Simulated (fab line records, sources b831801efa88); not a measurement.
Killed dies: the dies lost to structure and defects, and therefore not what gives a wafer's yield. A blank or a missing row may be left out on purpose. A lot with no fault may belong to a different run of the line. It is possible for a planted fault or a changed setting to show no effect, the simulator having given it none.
Split-lot study :: flow sfq_line :: 5 lots, 23 wafers read, on a route of 325 steps

ABOUT THE SPLIT
At SFQ_TRILAYER_I7_VIA_BARC_OPEN_VIA_ETCH_260 (etches BARC in O2, target depth 125 nm, time 41.7 s), the setting source_w was moved away from the recipe's 500 W on 12 of the 23 wafers read, by -6.8% to +10.3%. The other wafers ran this setting at the recipe's value.

Split to reading: the file shows no intervening step.

THE READING
KrF_of_TRILAYER_I7_VIA_LITHO_COAT_187.thk_nm (the simulator's own value, which no gauge read), in nm, at SFQ_TRILAYER_I7_VIA_ETCH_VIA_ETCH_190 (etches SiO2 in CHF3, stops on Nb, target depth 260 nm). The file does not state a usual value for it. Across the 11 wafers here that went through the recipe, the average is 527.9 nm and the standard deviation 2.2 nm.

wafer: L074.2
tool, chamber at the split: rie_diel-01, 3
source_w as run, W: 500
against the recipe: recipe
KrF_of_TRILAYER_I7_VIA_LITHO_COAT_187.thk_nm, nm: 525
against lot-mates on the recipe: -

wafer: L074.3
tool, chamber at the split: rie_diel-01, 2
source_w as run, W: 500
against the recipe: recipe
KrF_of_TRILAYER_I7_VIA_LITHO_COAT_187.thk_nm, nm: 525.9
against lot-mates on the recipe: -

wafer: L074.5
tool, chamber at the split: rie_diel-01, 3
source_w as run, W: 500
against the recipe: recipe
KrF_of_TRILAYER_I7_VIA_LITHO_COAT_187.thk_nm, nm: 524.5
against lot-mates on the recipe: -

wafer: L076.1
tool, chamber at the split: rie_diel-02, 1
source_w as run, W: 465.9
against the recipe: -6.8%
KrF_of_TRILAYER_I7_VIA_LITHO_COAT_187.thk_nm, nm: 533.4
against lot-mates on the recipe: +3.5

wafer: L076.2
tool, chamber at the split: rie_diel-02, 2
source_w as run, W: 500
against the recipe: recipe
KrF_of_TRILAYER_I7_VIA_LITHO_COAT_187.thk_nm, nm: 531.3
against lot-mates on the recipe: -

wafer: L076.3
tool, chamber at the split: rie_diel-02, 0
source_w as run, W: 465.9
against the recipe: -6.8%
KrF_of_TRILAYER_I7_VIA_LITHO_COAT_187.thk_nm, nm: 535.2
against lot-mates on the recipe: +5.3

wafer: L076.4
tool, chamber at the split: rie_diel-02, 3
source_w as run, W: 500
against the recipe: recipe
KrF_of_TRILAYER_I7_VIA_LITHO_COAT_187.thk_nm, nm: 528.5
against lot-mates on the recipe: -

wafer: L076.6
tool, chamber at the split: rie_diel-02, 3
source_w as run, W: 465.9
against the recipe: -6.8%
KrF_of_TRILAYER_I7_VIA_LITHO_COAT_187.thk_nm, nm: 534.9
against lot-mates on the recipe: +5.0

wafer: L080.1
tool, chamber at the split: rie_diel-03, 2
source_w as run, W: 545.7
against the recipe: +9.1%
KrF_of_TRILAYER_I7_VIA_LITHO_COAT_187.thk_nm, nm: 523.8
against lot-mates on the recipe: -6.3

wafer: L080.5
tool, chamber at the split: rie_diel-03, 2
source_w as run, W: 545.7
against the recipe: +9.1%
KrF_of_TRILAYER_I7_VIA_LITHO_COAT_187.thk_nm, nm: 523.8
against lot-mates on the recipe: -6.3

wafer: L080.2
tool, chamber at the split: rie_diel-03, 1,0
source_w as run, W: 500
against the recipe: recipe
KrF_of_TRILAYER_I7_VIA_LITHO_COAT_187.thk_nm, nm: 530.6
against lot-mates on the recipe: -

wafer: L080.3
tool, chamber at the split: rie_diel-03, 3
source_w as run, W: 545.7
against the recipe: +9.1%
KrF_of_TRILAYER_I7_VIA_LITHO_COAT_187.thk_nm, nm: 525
against lot-mates on the recipe: -5.1

wafer: L080.4
tool, chamber at the split: rie_diel-03, 1,0
source_w as run, W: 500
against the recipe: recipe
KrF_of_TRILAYER_I7_VIA_LITHO_COAT_187.thk_nm, nm: 529.6
against lot-mates on the recipe: -

wafer: L083.1
tool, chamber at the split: rie_diel-03, 1
source_w as run, W: 528.6
against the recipe: +5.7%
KrF_of_TRILAYER_I7_VIA_LITHO_COAT_187.thk_nm, nm: 524.2
against lot-mates on the recipe: -2.8

wafer: L083.2
tool, chamber at the split: rie_diel-03, 0
source_w as run, W: 528.6
against the recipe: +5.7%
KrF_of_TRILAYER_I7_VIA_LITHO_COAT_187.thk_nm, nm: 522.8
against lot-mates on the recipe: -4.2

wafer: L083.3
tool, chamber at the split: rie_diel-03, 2
source_w as run, W: 528.6
against the recipe: +5.7%
KrF_of_TRILAYER_I7_VIA_LITHO_COAT_187.thk_nm, nm: 524.1
against lot-mates on the recipe: -2.9

wafer: L083.5
tool, chamber at the split: rie_diel-03, 0
source_w as run, W: 500
against the recipe: recipe
KrF_of_TRILAYER_I7_VIA_LITHO_COAT_187.thk_nm, nm: 526.6
against lot-mates on the recipe: -

wafer: L083.6
tool, chamber at the split: rie_diel-03, 1
source_w as run, W: 500
against the recipe: recipe
KrF_of_TRILAYER_I7_VIA_LITHO_COAT_187.thk_nm, nm: 527.4
against lot-mates on the recipe: -

wafer: L084.2
tool, chamber at the split: rie_diel-01, 0
source_w as run, W: 551.7
against the recipe: +10.3%
KrF_of_TRILAYER_I7_VIA_LITHO_COAT_187.thk_nm, nm: 525.4
against lot-mates on the recipe: -3.6

wafer: L084.3
tool, chamber at the split: rie_diel-01, 1
source_w as run, W: 551.7
against the recipe: +10.3%
KrF_of_TRILAYER_I7_VIA_LITHO_COAT_187.thk_nm, nm: 523.4
against lot-mates on the recipe: -5.6

wafer: L084.4
tool, chamber at the split: rie_diel-01, 3
source_w as run, W: 551.7
against the recipe: +10.3%
KrF_of_TRILAYER_I7_VIA_LITHO_COAT_187.thk_nm, nm: 521
against lot-mates on the recipe: -8.0

wafer: L084.5
tool, chamber at the split: rie_diel-01, 0
source_w as run, W: 500
against the recipe: recipe
KrF_of_TRILAYER_I7_VIA_LITHO_COAT_187.thk_nm, nm: 529.9
against lot-mates on the recipe: -

wafer: L084.6
tool, chamber at the split: rie_diel-01, 3
source_w as run, W: 500
against the recipe: recipe
KrF_of_TRILAYER_I7_VIA_LITHO_COAT_187.thk_nm, nm: 528
against lot-mates on the recipe: -
If several chambers appear in one row, that row covers several wafers at once and the file leaves open which wafer was in which chamber.

THE FIT
A straight line over all 23 wafers: KrF_of_TRILAYER_I7_VIA_LITHO_COAT_187.thk_nm changes by -0.607 nm for each +1% of source_w; r = -0.85; the points scatter about the line by 2.1 nm.
The same after taking each lot's own level away (the mean of its wafers on the recipe; 23 wafers): -0.613 nm for each +1%; r = -0.96; scatter 1 nm.
Per that fit: largest source_w move, reading shift of 6.3 nm.
Measured against the standard deviation above, the lots' own levels, which go from 525.13 to 530.10 nm, span 2.3 times it.
So the lot-to-lot level changes the slope little: the two slopes agree.
Check: for one of the wafers moved furthest among these (+10.3%), held out of the fit, the line's prediction against its lot-mates is -6.63 nm. Against them it came out at -3.55 nm.

OTHER SPLITS APPLIED TO THESE WAFERS
These wafers also went through other splits before the reading. Each is held against what the fit with the lots' levels taken away leaves over:
other split on the same wafers: SFQ_TRILAYER_M7_LITHO_PEB_180 peb_time_s
wafers away from the commonest value: 9
r with KrF_of_TRILAYER_I7_VIA_LITHO_COAT_187.thk_nm (lot level and that fit taken away): -0.45

other split on the same wafers: SFQ_TRILAYER_I7_DEP_PECVD_183 time_s
wafers away from the commonest value: 4
r with KrF_of_TRILAYER_I7_VIA_LITHO_COAT_187.thk_nm (lot level and that fit taken away): +0.16

THE WHOLE CHAIN: every reading that the file lists as answering this split, in the file's order
step: SFQ_TRILAYER_I7_VIA_BARC_OPEN_VIA_ETCH_260
what it does: etches BARC in O2, target depth 125 nm, time 41.7 s
reading: KrF_of_TRILAYER_I7_VIA_LITHO_COAT_187.thk_nm (the simulator's own value, which no gauge read)
change (the file's fit): -0.572 nm for each +1% of the setting
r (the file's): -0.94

step: SFQ_TRILAYER_I7_VIA_ETCH_VIA_ETCH_190
what it does: etches SiO2 in CHF3, stops on Nb, target depth 260 nm
reading: KrF_of_TRILAYER_I7_VIA_LITHO_COAT_187.thk_nm (the simulator's own value, which no gauge read)
change (the file's fit): -0.607 nm for each +1% of the setting
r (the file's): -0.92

THE FILE'S OWN FIT
KrF_of_TRILAYER_I7_VIA_LITHO_COAT_187.thk_nm changes by -0.607 nm for each +1% of source_w, r = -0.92.
